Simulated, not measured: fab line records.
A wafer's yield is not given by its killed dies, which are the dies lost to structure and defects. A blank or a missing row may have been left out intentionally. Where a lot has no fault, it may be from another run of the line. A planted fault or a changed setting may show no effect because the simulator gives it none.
Which of the tools did it? + flow sky130 + 13 lots with 39 wafers sampled at 4 steps, on a route of 708 steps

== WHAT THE GAUGES SHOWED, per wafer ==
SKY_POLY_CUT_OVL_MEAS_09. Usual: POLY_CUT_OVL typically reads 3 nm, with standard deviation 4.9.
| lot  | measured     | on         | POLY_CUT_OVL (nm) | flag |
|------|--------------|------------|-------------------|------|
| L918 | day 24 19:53 | overlay-02 | 1 2 1             |      |
| L919 | day 24 23:35 | overlay-02 | 4 12 12           |      |
| L920 | day 25 08:01 | overlay-01 | -2 1 -3           |      |
| L921 | day 25 12:41 | overlay-01 | 3 15 5            |      |
| L922 | day 26 18:48 | overlay-02 | 10 0 -1           |      |
| L933 | day 29 21:23 | overlay-02 | -7 7 -6           |      |
| L935 | day 30 14:56 | overlay-02 | 3 3 2             |      |
| L934 | day 30 16:51 | overlay-01 | -3 0 2            |      |
| L936 | day 30 20:20 | overlay-01 | 11 7 5            |      |
| L937 | day 31 22:22 | overlay-01 | 5 -4 5            |      |
| L939 | day 32 00:28 | overlay-01 | 1 0 3             |      |
| L938 | day 32 01:08 | overlay-02 | 1 -2 3            |      |
| L940 | day 32 07:17 | overlay-02 | 2 5 -3            |      |

SKY_SD_N_TW_MEAS_12. Usual: SD_N_TW typically reads 3968, with standard deviation 23.
| lot  | measured     | on            | SD_N_TW        | flag |
|------|--------------|---------------|----------------|------|
| L918 | day 28 10:50 | film_metro-02 | 3981 3975 3962 |      |
| L919 | day 28 13:44 | film_metro-04 | 3965 3951 3960 |      |
| L920 | day 28 23:23 | film_metro-04 | 3951 3971 3954 |      |
| L921 | day 29 03:38 | film_metro-03 | 30 30 30       | OFF  |
| L922 | day 30 08:40 | film_metro-04 | 3929 3932 3933 |      |
| L933 | day 33 07:40 | film_metro-03 | 3983 3952 3964 |      |
| L935 | day 34 01:05 | film_metro-03 | 4017 4018 4009 |      |
| L934 | day 34 03:13 | film_metro-02 | 3957 3989 3977 |      |
| L936 | day 34 06:35 | film_metro-02 | 3987 3987 3972 |      |
| L937 | day 35 06:53 | film_metro-02 | 3936 3965 3948 |      |
| L939 | day 35 09:25 | film_metro-02 | 3970 3955 3970 |      |
| L938 | day 35 10:24 | film_metro-04 | 3947 3981 3951 |      |
| L940 | day 35 14:11 | film_metro-03 | 3989 3988 3965 |      |

== TOOL THAT RAN EACH LOT (tool first, then ch and the chambers of the sampled wafers, then the start) ==
| lot  | SKY_RES_XHIGH_STRIP_08               | SKY_SD_N_STRIP_11                    |
|------|--------------------------------------|--------------------------------------|
| L918 | plasma_asher-01 ch 0,1, day 27 06:12 | plasma_asher-01 ch 0,1, day 28 10:44 |
| L919 | plasma_asher-01 ch 0, day 27 09:12   | plasma_asher-03 ch 0,1, day 28 13:37 |
| L920 | plasma_asher-03 ch 0,1, day 27 18:04 | plasma_asher-03 ch 0,1, day 28 23:17 |
| L921 | plasma_asher-03 ch 0,1, day 27 23:16 | plasma_asher-01 ch 0,1, day 29 03:32 |
| L922 | plasma_asher-01 ch 0,1, day 29 04:01 | plasma_asher-03 ch 0,1, day 30 08:34 |
| L933 | plasma_asher-04 ch 0,1, day 32 04:39 | plasma_asher-02 ch 0,1, day 33 07:34 |
| L935 | plasma_asher-03 ch 0,1, day 32 21:25 | plasma_asher-03 ch 0,1, day 34 00:58 |
| L934 | plasma_asher-03 ch 0,1, day 32 23:51 | plasma_asher-02 ch 0,1, day 34 03:07 |
| L936 | plasma_asher-04 ch 0,1, day 33 03:31 | plasma_asher-02 ch 0,1, day 34 06:29 |
| L937 | plasma_asher-01 ch 0,1, day 34 04:06 | plasma_asher-01 ch 0,1, day 35 06:46 |
| L939 | plasma_asher-03 ch 0,1, day 34 07:15 | plasma_asher-03 ch 0,1, day 35 09:19 |
| L938 | plasma_asher-04 ch 0,1, day 34 07:54 | plasma_asher-01 ch 0,1, day 35 10:19 |
| L940 | plasma_asher-03 ch 0,1, day 34 11:16 | plasma_asher-01 ch 0,1, day 35 14:04 |
- SKY_RES_XHIGH_STRIP_08: strips in O2/N2.
- SKY_SD_N_STRIP_11: strips in O2/N2.

== WHAT THE TOOLS THEMSELVES READ (means of the sampled wafers that have a number; where no wafer has one, the mark that the record gives instead) ==
SKY_RES_XHIGH_STRIP_08. Usual: drypump_motor_current_A 5.68 A, standard deviation 0.3; n2_flow_sccm 300.1 sccm, standard deviation 0.9; oes_product_au 0.711 a.u., standard deviation 0.0048; strip_time_to_endpoint_s 14.26 s, standard deviation 0.052.
| lot  | tool            | drypump_motor_current_A (A) | n2_flow_sccm (sccm) | oes_product_au (a.u.) | strip_time_to_endpoint_s (s) | flag |
|------|-----------------|-----------------------------|---------------------|-----------------------|------------------------------|------|
| L918 | plasma_asher-01 | 5.76                        | 300.9               | 0.708                 | 14.31                        |      |
| L919 | plasma_asher-01 | 5.60                        | 299.9               | 0.708                 | 14.28                        |      |
| L920 | plasma_asher-03 | 5.52                        | 300.0               | 0.710                 | 14.29                        |      |
| L921 | plasma_asher-03 | 5.50                        | 300.9               | 0.937                 | -                            | OFF  |
| L922 | plasma_asher-01 | 5.69                        | 300.1               | 0.711                 | 14.17                        |      |
| L933 | plasma_asher-04 | 6.09                        | 300.3               | 0.712                 | 14.18                        |      |
| L935 | plasma_asher-03 | 5.32                        | 300.1               | 0.708                 | 14.32                        |      |
| L934 | plasma_asher-03 | 5.34                        | 300.3               | 0.714                 | 14.28                        |      |
| L936 | plasma_asher-04 | 6.08                        | 300.5               | 0.716                 | 14.27                        |      |
| L937 | plasma_asher-01 | 5.68                        | 300.9               | 0.710                 | 14.30                        |      |
| L939 | plasma_asher-03 | 5.33                        | 298.6               | 0.710                 | 14.20                        |      |
| L938 | plasma_asher-04 | 6.07                        | 300.0               | 0.711                 | 14.31                        |      |
| L940 | plasma_asher-03 | 5.51                        | 300.6               | 0.711                 | 14.27                        |      |

SKY_SD_N_STRIP_11. Usual: drypump_motor_current_A 5.58 A, standard deviation 0.23; n2_flow_sccm 300.1 sccm, standard deviation 0.79; oes_product_au 0.528 a.u., standard deviation 0.0044; strip_time_to_endpoint_s 22.67 s, standard deviation 0.035.
| lot  | tool            | drypump_motor_current_A (A) | n2_flow_sccm (sccm) | oes_product_au (a.u.) | strip_time_to_endpoint_s (s) | flag |
|------|-----------------|-----------------------------|---------------------|-----------------------|------------------------------|------|
| L918 | plasma_asher-01 | 5.76                        | 299.0               | 0.534                 | 22.64                        |      |
| L919 | plasma_asher-03 | 5.34                        | 301.0               | 0.527                 | 22.66                        |      |
| L920 | plasma_asher-03 | 5.32                        | 299.9               | 0.531                 | 22.61                        |      |
| L921 | plasma_asher-01 | 5.75                        | 300.3               | 0.555                 | 26.83                        | OFF  |
| L922 | plasma_asher-03 | 5.34                        | 300.1               | 0.526                 | 22.66                        |      |
| L933 | plasma_asher-02 | 5.58                        | 300.3               | 0.528                 | 22.72                        |      |
| L935 | plasma_asher-03 | 5.33                        | 300.3               | 0.527                 | 22.71                        |      |
| L934 | plasma_asher-02 | 5.59                        | 300.2               | 0.530                 | 22.63                        |      |
| L936 | plasma_asher-02 | 5.58                        | 299.6               | 0.534                 | 22.68                        |      |
| L937 | plasma_asher-01 | 5.68                        | 300.2               | 0.521                 | 22.67                        |      |
| L939 | plasma_asher-03 | 5.51                        | 299.8               | 0.528                 | 22.66                        |      |
| L938 | plasma_asher-01 | 5.70                        | 299.8               | 0.525                 | 22.65                        |      |
| L940 | plasma_asher-01 | 5.75                        | 301.0               | 0.525                 | 22.72                        |      |

== THE ANSWER, worked out from the rows above alone ==
Rule: a lot is off if the mean of its wafers that have a number lies more than 3 standard deviations from the usual mean. Also off: a lot with no number at a reading for which 4 or more lots have one. Where the step has rows for the other lots, those lots are counted as sound. Order of review: gauges by route order, followed by the tools' own readings, for which a lot's mean as printed above is used. At the first step where some lot is off, the reading lying furthest off is the one used; lots without a number count as furthest.
Off: at SKY_SD_N_TW_MEAS_12 (SD_N_TW), L921.
A tool fits if, at a process step before that reading, it ran every lot that is off, and no sound lot after the first of them. The gauges at SKY_SD_N_TW_MEAS_12 aren't tried: what is off there is off at SKY_RES_XHIGH_STRIP_08 too, on other tools, and a gauge's error can't cause that. Not one of the candidates tried fits.

== WHAT HAD BEEN PUT IN BY THE SIMULATOR ==
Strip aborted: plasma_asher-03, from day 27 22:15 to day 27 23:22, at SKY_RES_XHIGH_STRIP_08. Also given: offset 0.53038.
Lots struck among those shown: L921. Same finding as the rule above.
